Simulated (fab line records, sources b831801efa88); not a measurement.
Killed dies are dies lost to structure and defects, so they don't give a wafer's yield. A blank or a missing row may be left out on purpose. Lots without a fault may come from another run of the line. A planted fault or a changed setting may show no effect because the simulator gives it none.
One fault seen from 2 desks | flow gf180mcu | each desk has only its own numbers; what lay behind them comes last

THE TOOL OWNER'S DESK: implanter-03
The tool's own readings at GF_NWELL_IMPLANT_09: means of the sampled wafers that have a number, for each lot that ran on this tool. A lot is out of limits, marked OUT, if its mean lies more than 4 standard deviations from the usual mean; the brackets give that distance.
Columns: A = dose_ions_cm2 at GF_NWELL_IMPLANT_09, usual 4e+12; B = faraday_current_uA at GF_NWELL_IMPLANT_09, usual 22.6
lot  | first seen here | A               | B
L742 | day 4 11:50     | 4e+12           | 22.2
L744 | day 4 18:59     | 4e+12           | 22.4
L753 | day 6 18:26     | 4e+12           | 22.5
L757 | day 7 15:04     | 4e+12 (-92) OUT | 20.4 (-5.0) OUT
L758 | day 7 21:20     | 4e+12 (-90) OUT | 20.6 (-4.5) OUT
This desk's finding: out of limits on L757, L758; first on L757, day 7 15:04 (dose_ions_cm2 at GF_NWELL_IMPLANT_09). In limits: L742, L744, L753.

THE METROLOGY DESK
What the gauges read, lot by lot, whatever tool the lot ran on: means of the sampled wafers that have a number. A lot is out of limits, marked OUT, if its mean lies more than 4 standard deviations from the usual mean; the brackets give that distance.
Columns: A = MVPSD_OVL at GF_MVPSD_OVL_MEAS_07, usual -0.3 nm; B = NWELL_RS at GF_VT_IMPLANT_RS_MEAS_47, usual 487.7 ohm/sq; C = HV_LDD_CVD_54_THK at GF_HV_LDD_THK_MEAS_55, usual 10.08 nm
lot  | first seen here | A    | B                | C
L738 | day 5 06:50     | -1.2 | 486.3            | 10.07
L740 | day 5 10:52     | -0.6 | 488.5            | 10.38
L742 | day 6 07:22     | -1.4 | 488.5            | 9.99
L743 | day 6 11:09     | -1.4 | 490.6            | 10.04
L744 | day 6 15:53     | 1.2  | 488.3            | 10.36
L746 | day 7 09:04     | -1.4 | 487.9            | 10.07
L748 | day 7 17:56     | -3.0 | 486.9            | 10.07
L751 | day 8 09:13     | 1.0  | 487.3            | 10.00
L753 | day 8 19:01     | -1.5 | 487.8            | 10.17
L756 | day 9 13:52     | 0.1  | 487.6            | 10.20
L757 | day 9 17:03     | 2.2  | 496.2 (+6.1) OUT | 9.84
L758 | day 9 23:29     | 2.0  | 492.7            | 9.78
L760 | day 10 12:24    | -1.4 | 489.8            | 10.00
This desk's finding: out of limits on L757; first on L757, day 12 18:29 (NWELL_RS at GF_VT_IMPLANT_RS_MEAS_47). In limits: L738, L740, L742, L743, L744, L746, L748, L751, L753, L756, L758, L760.

PUT TOGETHER
The tool owner's desk could have raised an alarm at day 7 15:04, on L757, L758.
The metrology desk could have raised an alarm at day 12 18:29, on L757.
The metrology desk has L758 on record, within its limits.
Of the lots named, all ran GF_NWELL_IMPLANT_09 on implanter-03.

WHAT THE SIMULATOR HAD PUT IN
Process parameter drift: implanter-03, from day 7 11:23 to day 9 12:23, at GF_NWELL_IMPLANT_09. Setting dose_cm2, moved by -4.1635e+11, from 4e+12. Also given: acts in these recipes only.
Lots struck among those shown: L757, L758.
Hours from the fault's start to each desk's first reading out of limits: the tool owner's desk, 4; the metrology desk, 127.
